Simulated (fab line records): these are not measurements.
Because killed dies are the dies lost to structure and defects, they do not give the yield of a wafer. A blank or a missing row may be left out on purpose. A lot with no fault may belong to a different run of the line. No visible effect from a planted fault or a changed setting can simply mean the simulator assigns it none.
Tool commonality check ; flow sky130 ; 14 lots and 42 wafers in the sample

== THE REASON FOR OPENING IT ==
2 of 14 lots carry a flag on the reading LDD_LDN_TW at SKY_LDD_LDN_TW_MEAS_13. No-fault wafers: 1475, standard deviation 13.
Rule: flag the lot when none of its wafers has a number, or when each of its wafers that has one lies beyond 4 standard deviations from that mean. As for the other lots, they are considered sound.

lot;measured;on;LDD_LDN_TW, wafer by wafer;flag
L474;day 23 15:55;film metro-02;1475 1467 1480;
L476;day 24 18:10;film metro-04;1446 1450 1458;
L477;day 24 19:43;film metro-02;1462 1469 1472;
L478;day 25 10:16;film metro-02;1484 1472 1482;
L480;day 26 05:57;film metro-02;1474 1469 1474;
L485;day 27 18:07;film metro-04;1343 1339 1341;FLAGGED
L484;day 27 20:25;film metro-01;1371 1374 1376;FLAGGED
L487;day 28 11:46;film metro-01;1478 1481 1481;
L491;day 29 16:33;film metro-04;1466 1458 1473;
L492;day 29 22:17;film metro-02;1470 1472 1473;
L494;day 30 20:20;film metro-04;1467 1472 1467;
L493;day 30 21:48;film metro-04;1468 1469 1464;
L495;day 30 21:50;film metro-01;1496 1483 1499;
L496;day 31 04:48;film metro-04;1466 1464 1475;
The numbers of the flagged lots are 1357 on average: -118 against the usual, or -9 standard deviations.

== TOOL THAT RAN EACH LOT ==
The record holds 1 process step before the reading, out of a route of 708 steps. Cell contents, in order: the tool; ch with the chambers the sampled wafers went through; the start.
lot;flag;SKY_LDD_LDN_IMPLANT_10
L474;;implanter-04 ch 0, day 23 15:31
L476;;implanter-03 ch 0, day 24 17:47
L477;;implanter-04 ch 0, day 24 19:20
L478;;implanter-01 ch 0, day 25 09:52
L480;;implanter-04 ch 0, day 26 05:30
L485;FLAGGED;implanter-01, day 27 17:43
L484;FLAGGED;implanter-04, day 27 20:03
L487;;implanter-01 ch 0, day 28 11:22
L491;;implanter-04 ch 0, day 29 16:09
L492;;implanter-01 ch 0, day 29 21:56
L494;;implanter-03 ch 0, day 30 19:56
L493;;implanter-03 ch 0, day 30 21:26
L495;;implanter-01 ch 0, day 30 21:29
L496;;implanter-04 ch 0, day 31 04:24
What is done by these steps:
- SKY_LDD_LDN_IMPLANT_10
- SKY_LDD_LDN_TW_MEAS_13

== FLAGGED AGAINST TOTAL, ONE TOOL AT A TIME (gauges that did the reading follow at the end) ==
step;tool;lots run;flagged;share of the flagged lots;sound lots run after its first flagged lot
SKY_LDD_LDN_IMPLANT_10;implanter-01;5;1;some;3 (L487,L492,L495)
SKY_LDD_LDN_IMPLANT_10;implanter-03;3;0;none;-
SKY_LDD_LDN_IMPLANT_10;implanter-04;6;1;some;2 (L491,L496)
SKY_LDD_LDN_TW_MEAS_13;film metro-01;3;1;some;2 (L487,L495)
SKY_LDD_LDN_TW_MEAS_13;film metro-02;5;0;none;-
SKY_LDD_LDN_TW_MEAS_13;film metro-04;6;1;some;4 (L491,L494,L493,L496)

== WHAT THE TABLE ALLOWS ==
No row of the table ran every flagged lot.

== WHAT THE SIMULATOR HAD INSERTED ==
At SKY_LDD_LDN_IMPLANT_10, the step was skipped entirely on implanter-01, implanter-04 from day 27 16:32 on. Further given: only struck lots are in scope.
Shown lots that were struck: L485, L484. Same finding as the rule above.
